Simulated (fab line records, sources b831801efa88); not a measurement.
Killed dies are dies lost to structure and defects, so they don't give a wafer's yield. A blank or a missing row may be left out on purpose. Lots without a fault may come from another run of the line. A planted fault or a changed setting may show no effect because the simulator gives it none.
Which tool did it? | flow gf180mcu | 10 lots, 30 wafers sampled, at 4 steps of a route of 602

WHAT THE GAUGES READ, wafer by wafer
GF_TOP_METAL_RS_MEAS_05: measures by four-point-probe. Usual: TOP_METAL_ALCU_RS 0.0329 ohm/sq, standard deviation 0.00044.
lot  | measured     | on            | TOP_METAL_ALCU_RS (ohm/sq) | flag
L466 | day 27 21:35 | film_metro-04 | 0.0329 0.0326 0.0336       |
L465 | day 28 02:56 | film_metro-03 | 0.0326 0.0329 0.0326       |
L467 | day 28 08:16 | film_metro-02 | 0.0340 0.0334 0.0337       |
L470 | day 29 00:44 | film_metro-04 | 0.0336 0.0331 0.0339       |
L472 | day 29 18:07 | film_metro-02 | 0.0324 0.0332 0.0327       |
L477 | day 30 20:40 | film_metro-04 | 0.0327 0.0335 0.0327       |
L482 | day 32 09:29 | film_metro-02 | 0.0321 0.0321 0.0327       |
L483 | day 32 17:29 | film_metro-04 | 0.0328 0.0327 0.0331       |
L484 | day 32 22:53 | film_metro-02 | 0.0325 0.0323 0.0324       |
L485 | day 33 05:44 | film_metro-02 | 0.0332 0.0329 0.0328       |

GF_TOP_METAL_CD_MEAS_14: target cd 440 nm. Usual: cd_nm 439.7 nm, standard deviation 2.
lot  | measured     | on        | cd_nm (nm)        | flag
L466 | day 28 18:56 | cd_sem-02 | 440.0 439.1 440.7 |
L465 | day 29 00:18 | cd_sem-02 | 439.1 437.4 438.2 |
L467 | day 29 05:56 | cd_sem-02 | 439.5 438.5 438.2 |
L470 | day 29 21:47 | cd_sem-01 | 435.4 437.6 438.7 |
L472 | day 30 12:29 | cd_sem-01 | 437.8 470.5 439.6 | OFF
L477 | day 31 13:40 | cd_sem-02 | 438.2 438.9 439.1 |
L482 | day 33 00:58 | cd_sem-01 | 439.1 436.2 437.6 |
L483 | day 33 08:53 | cd_sem-02 | 443.7 439.8 443.6 |
L484 | day 33 13:21 | cd_sem-02 | 440.7 436.6 443.0 |
L485 | day 33 20:55 | cd_sem-01 | 438.7 442.3 441.9 |

WHICH TOOL RAN EACH LOT (tool, then ch and the chambers of the sampled wafers, then the start)
lot  | GF_M5_ETCH_09                      | GF_TOP_METAL_COAT_09
L466 | rie_diel-03 ch 0,3, day 26 20:29   | litho_track-01 ch 0, day 28 07:38
L465 | rie_diel-01 ch 0,1, day 27 01:17   | litho_track-01 ch 0, day 28 13:04
L467 | rie_diel-03 ch 0,1, day 27 06:50   | litho_track-03 ch 0, day 28 18:59
L470 | rie_diel-02 ch 0,3, day 28 00:59   | litho_track-03 ch 0, day 29 10:59
L472 | rie_diel-03 ch 1,2,3, day 28 17:35 | litho_track-01 ch 0, day 30 03:26
L477 | rie_diel-02 ch 0,3, day 29 23:56   | litho_track-02 ch 0, day 31 05:05
L482 | rie_diel-02 ch 0,1,3, day 31 13:31 | litho_track-01 ch 0, day 32 16:50
L483 | rie_diel-02 ch 0,3, day 31 22:08   | litho_track-01 ch 0, day 33 01:35
L484 | rie_diel-03 ch 0,2,3, day 32 00:59 | litho_track-01 ch 0, day 33 05:36
L485 | rie_diel-03 ch 0,1,3, day 32 09:56 | litho_track-03 ch 0, day 33 13:11
- GF_M5_ETCH_09: etches Si3N4 in CF4/O2, target depth 52 nm, time 11.6 s.
- GF_TOP_METAL_COAT_09: resist thk 1500 nm.

WHAT THE TOOLS THEMSELVES READ (means of the sampled wafers that have a number; where no wafer has one, the mark that the record gives instead)
GF_M5_ETCH_09. Usual: O2_flow_sccm 10.000 sccm, standard deviation 0.029; bias_w 150.0 W, standard deviation 0.46; drypump_motor_current_A 5.8 A, standard deviation 0.42; oes_product_au 1.003 a.u., standard deviation 0.011; throttle_valve_pct 5.971 %, standard deviation 0.0098.
lot  | tool        | O2_flow_sccm (sccm) | bias_w (W) | drypump_motor_current_A (A) | oes_product_au (a.u.) | throttle_valve_pct (%) | flag
L466 | rie_diel-03 | 9.995               | 150.3      | 5.5                         | 1.016                 | 5.978                  |
L465 | rie_diel-01 | 9.968               | 149.6      | 5.9                         | 1.015                 | 5.974                  |
L467 | rie_diel-03 | 9.975               | 150.2      | 5.4                         | 0.999                 | 5.975                  |
L470 | rie_diel-02 | 10.026              | 150.2      | 6.0                         | 0.997                 | 5.973                  |
L472 | rie_diel-03 | 9.988               | 149.8      | 6.0                         | 1.007                 | 5.981                  |
L477 | rie_diel-02 | 10.003              | 150.0      | 6.0                         | 1.006                 | 5.978                  |
L482 | rie_diel-02 | 10.000              | 150.1      | 5.6                         | 1.000                 | 5.966                  |
L483 | rie_diel-02 | 10.014              | 150.2      | 6.0                         | 0.999                 | 5.981                  |
L484 | rie_diel-03 | 9.983               | 150.0      | 5.8                         | 1.006                 | 5.979                  |
L485 | rie_diel-03 | 9.982               | 150.1      | 5.6                         | 1.002                 | 5.979                  |

THE ANSWER, worked out from the rows above alone
Rule: a lot is off if the mean of its wafers that have a number lies more than 3 standard deviations from the usual mean. A lot without any number at a reading at which 4 lots or more have one is off too. The other lots that the step has rows for count as sound. The gauges are gone through in route order, then the tools' own readings, and for those a lot's mean is taken as printed above. The first step at which some lot is off is used, and at that step the reading that is off furthest; a lot without a number counts as furthest.
Off: L472, at GF_TOP_METAL_CD_MEAS_14 (cd_nm).
A tool fits if, at a process step before that reading, it ran every lot that is off, and no sound lot after the first of them. The gauges at GF_TOP_METAL_CD_MEAS_14 are tried like those tools. None of those tried fits.

WHAT THE SIMULATOR HAD PUT IN
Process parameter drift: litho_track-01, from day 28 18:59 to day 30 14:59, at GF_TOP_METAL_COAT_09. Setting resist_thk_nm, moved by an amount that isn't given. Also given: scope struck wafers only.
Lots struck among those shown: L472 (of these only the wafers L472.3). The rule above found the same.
